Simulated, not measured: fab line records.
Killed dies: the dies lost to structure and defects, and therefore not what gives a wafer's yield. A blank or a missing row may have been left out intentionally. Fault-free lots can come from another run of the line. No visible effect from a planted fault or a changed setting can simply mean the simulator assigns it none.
Problem report, 8D (eight disciplines) form, completed by code	flow sky130	the parts of the form that need people (team, actions taken, sign-off) are left out

1. WHAT WENT WRONG
oes product au at SKY_LI_CONTACT_ETCH_15 reads a mean of 0.761 a.u. on 2 wafers of 1 lot; wafers without a fault read 0.836 a.u. with a standard deviation of 0.0047. Measured from the usual mean, that is -16 standard deviations.
The step: etches PSG in C4F8/O2/Ar, stops on Si, target depth 600 nm.
Earliest sighting: wafer L604.4 on rie diel-01 at day 32 01:06. The record holds 33 wafers of 11 lots with a number at this step. By rule, "out" or "out of limits" means more than 4 standard deviations away from the usual mean. Any other wafer with a number is counted as sound.

2. WHAT IT IS; WHAT IT IS NOT
question	is	is not
which readings at this step	oes product au	chamber pressure mTorr
which lots	L604	L598, L599, L607, L611, L612, L614, L616, L618, L619, L620
which wafers of those lots	L604.4, L604.6	L604.3
read on which tools	rie diel-01	rie diel-02, rie diel-04
when	from day 32 01:06	up to then (7 sound wafers); but 24 sound wafers of L607, L611, L612, L614, L616, L618, L619, L620 came after

3. SUSPECTS, AND WHAT RULES EACH OUT
Counting: if a tool at a process step up to the reading ran every lot that is out, it stays a suspect. Sound lots after the first of them don't rule it out here, since some wafers of a struck lot are sound.
- rie diel-01 at SKY_LI_CONTACT_ETCH_15 (etches PSG in C4F8/O2/Ar, stops on Si, target depth 600 nm): kept. It ran the lot that is out, L604 (day 32 01:06). On those wafers its own readings are out: oes product au.
- Within rie diel-01 at SKY_LI_CONTACT_ETCH_15: the wafers that are out ran in chamber 0; their sound lot-mates ran in chamber 3.
Left after counting: rie diel-01 at SKY_LI_CONTACT_ETCH_15.

4. THE CAUSE (what the simulator had put in)
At SKY_LI_CONTACT_ETCH_15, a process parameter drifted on rie diel-01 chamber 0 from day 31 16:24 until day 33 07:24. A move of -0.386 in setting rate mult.
After counting, this tool was the only one left.

5. SEQUENCE OF EFFECTS, ordered by route
Rows list readings where the struck wafers' mean (over those with a number) sits beyond 3 standard deviations from the usual. Only readings whose record carries a usual standard deviation are examined. hours: median over the lots of the time between each lot's start at the first step of this table that gives one and its start at this step. sigmas: the change, counted in usual standard deviations.
hours	step	reading	usual	on struck wafers	change	sigmas
0	SKY_LI_CONTACT_ETCH_15	oes product au	0.836 a.u.	0.761	-0.075	-16
0	SKY_LI_CONTACT_STRIP_16	oes product au	0.376 a.u.	0.403	+0.027	+5.2
0	SKY_LI_CONTACT_STRIP_16	strip time to endpoint s	3.51 s	4.19	+0.68	+16
387	SKY_PAD_OPEN_PROBE_99	killed at contacts	24	417	+393	+80
387	SKY_PAD_OPEN_PROBE_99	killed dies	86	492	+406	+45
387	SKY_PAD_OPEN_PROBE_99	killed on rim	17	96	+79	+21
Its process steps:
- SKY_LI_CONTACT_ETCH_15: etches PSG in C4F8/O2/Ar, stops on Si, target depth 600 nm.
- SKY_LI_CONTACT_STRIP_16: strips in O2/N2.
- SKY_PAD_OPEN_PROBE_99

6. HOW IT WOULD HAVE BEEN CAUGHT EARLIER
The fault began at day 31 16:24; the first out-of-limits reading in this record came at day 32 01:06, 9 hours later.
